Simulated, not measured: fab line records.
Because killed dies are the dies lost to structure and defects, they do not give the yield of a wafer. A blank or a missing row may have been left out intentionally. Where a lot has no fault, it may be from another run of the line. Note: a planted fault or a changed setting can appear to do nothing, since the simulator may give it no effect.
The tool behind it: which one? | flow gf180mcu | 42 wafers from 14 lots sampled at 4 of the route's 602 steps

## WHAT THE GAUGES READ, wafer by wafer
GF_TOP_METAL_CD_MEAS_14: the cd target is 440 nm.
lot  | measured     | on       | cdNm (nm)
L804 | day 27 23:38 | cdSem-01 | 439.6 441.5 440.9
L805 | day 28 05:17 | cdSem-01 | 436.3 437.2 436.4
L806 | day 28 17:29 | cdSem-02 | 438.8 436.8 440.2
L810 | day 30 03:00 | cdSem-01 | 440.4 438.7 438.1
L812 | day 30 16:02 | cdSem-02 | 438.3 437.1 435.4
L817 | day 31 21:29 | cdSem-02 | 444.1 444.2 442.4
L818 | day 32 11:50 | cdSem-02 | 440.5 438.7 440.5
L819 | day 32 15:16 | cdSem-02 | 445.8 440.8 443.6
L820 | day 32 16:35 | cdSem-01 | 440.2 439.6 439.1
L821 | day 33 04:58 | cdSem-02 | 435.4 435.5 434.4
L823 | day 33 11:19 | cdSem-01 | 438.1 440.2 440.4
L824 | day 33 12:14 | cdSem-01 | 440.9 441.6 442.9
L825 | day 33 23:17 | cdSem-01 | 442.9 440.0 442.1
L827 | day 34 10:26 | cdSem-01 | 442.5 442.5 442.1

## WHAT TOOL EACH LOT RAN ON (gives the tool, then ch and the chambers of the sampled wafers, and finally the start)
lot  | GF_M4_STRIP_18                 | GF_V5_SPUTTER_21            | GF_V5_SPUTTER_22
L804 | wetBench-03 ch 3, day 23 07:04 | pvdSputter-03, day 27 02:20 | pvdSputter-03, day 27 02:25
L805 | wetBench-01 ch 1, day 23 11:13 | pvdSputter-04, day 27 08:27 | pvdSputter-04, day 27 08:31
L806 | wetBench-01 ch 0, day 24 04:24 | pvdSputter-03, day 27 21:18 | pvdSputter-03, day 27 21:22
L810 | wetBench-01 ch 1, day 25 17:43 | pvdSputter-03, day 29 07:19 | pvdSputter-03, day 29 07:23
L812 | wetBench-01 ch 1, day 26 08:07 | pvdSputter-04, day 29 21:05 | pvdSputter-04, day 29 21:08
L817 | wetBench-03 ch 2, day 27 17:46 | pvdSputter-03, day 31 03:09 | pvdSputter-03, day 31 03:13
L818 | wetBench-01 ch 3, day 28 10:30 | pvdSputter-01, day 31 17:58 | pvdSputter-01, day 31 18:01
L819 | wetBench-04 ch 1, day 28 14:23 | pvdSputter-04, day 31 21:23 | pvdSputter-04, day 31 21:27
L820 | wetBench-01 ch 2, day 28 17:03 | pvdSputter-03, day 31 23:13 | pvdSputter-03, day 31 23:16
L821 | wetBench-01 ch 1, day 29 07:10 | pvdSputter-04, day 32 12:16 | pvdSputter-04, day 32 12:20
L823 | wetBench-01 ch 1, day 29 13:23 | pvdSputter-04, day 32 18:44 | pvdSputter-04, day 32 18:47
L824 | wetBench-01 ch 1, day 29 15:43 | pvdSputter-03, day 32 19:19 | pvdSputter-03, day 32 19:22
L825 | wetBench-04 ch 2, day 30 04:34 | pvdSputter-03, day 33 06:58 | pvdSputter-03, day 33 07:01
L827 | wetBench-03 ch 2, day 30 19:00 | pvdSputter-01, day 33 18:23 | pvdSputter-01, day 33 18:27
- GF_M4_STRIP_18: strips in post etch residue remover, time 1200 s.
- GF_V5_SPUTTER_21: material Ti, target thk 15 nm, time 80.02 s.
- GF_V5_SPUTTER_22: material TiN, target thk 10 nm, time 40 s.

## AS READ BY THE TOOLS THEMSELVES (means over the sampled wafers that have a number; for cases with no such wafer, the mark the record gives instead)
GF_V5_SPUTTER_21.
lot  | tool          | cathodeDcPowerW (W) | throttleValvePct (%)
L804 | pvdSputter-03 | 2499.5              | 31.6
L805 | pvdSputter-04 | 2500.0              | 29.8
L806 | pvdSputter-03 | 2499.7              | 30.8
L810 | pvdSputter-03 | 2499.9              | 30.5
L812 | pvdSputter-04 | 2499.8              | 29.1
L817 | pvdSputter-03 | 2500.0              | 31.5
L818 | pvdSputter-01 | 2499.9              | 29.5
L819 | pvdSputter-04 | 2499.8              | 29.3
L820 | pvdSputter-03 | 2500.2              | 31.1
L821 | pvdSputter-04 | 2500.3              | 28.4
L823 | pvdSputter-04 | 2500.0              | 30.1
L824 | pvdSputter-03 | 2499.9              | 30.9
L825 | pvdSputter-03 | 2500.2              | 30.9
L827 | pvdSputter-01 | 2500.4              | 29.7

GF_V5_SPUTTER_22.
lot  | tool          | cathodeDcPowerW (W) | throttleValvePct (%)
L804 | pvdSputter-03 | 3999.8              | 31.7
L805 | pvdSputter-04 | 3999.5              | 29.7
L806 | pvdSputter-03 | 4000.4              | 31.0
L810 | pvdSputter-03 | 4000.1              | 30.8
L812 | pvdSputter-04 | 3999.5              | 29.5
L817 | pvdSputter-03 | 3999.8              | 31.5
L818 | pvdSputter-01 | 4000.6              | 29.4
L819 | pvdSputter-04 | 3999.8              | 29.3
L820 | pvdSputter-03 | 3998.9              | 30.9
L821 | pvdSputter-04 | 3999.3              | 28.2
L823 | pvdSputter-04 | 4000.2              | 30.0
L824 | pvdSputter-03 | 4000.4              | 31.0
L825 | pvdSputter-03 | 3999.8              | 30.9
L827 | pvdSputter-01 | 4000.3              | 29.5

## THE ANSWER, worked out from the rows above alone
Rule: the lots themselves supply what counts as usual. The widest of any qualifying gaps counts: lots, ordered by their means at a reading, are off when they make up no more than a third of the lots, leave a main group of 4 or more, and stand apart from it by 3 or more times the standard deviation of that group's means. If all means in a main group match to the digits the tables above print for the reading, that group is not used. Also off: a lot with no number at a reading for which 4 or more lots have one. All remaining lots with rows at the step are treated as sound. After the gauges, taken in route order, come the tools' own readings; for these a lot's mean is taken, as printed above. At the first step where some lot is off, the reading lying furthest off is the one used; lots without a number count as furthest.
No lot is off on any of the readings shown, so nothing can be concluded from this.

## WHAT THE SIMULATOR PUT IN
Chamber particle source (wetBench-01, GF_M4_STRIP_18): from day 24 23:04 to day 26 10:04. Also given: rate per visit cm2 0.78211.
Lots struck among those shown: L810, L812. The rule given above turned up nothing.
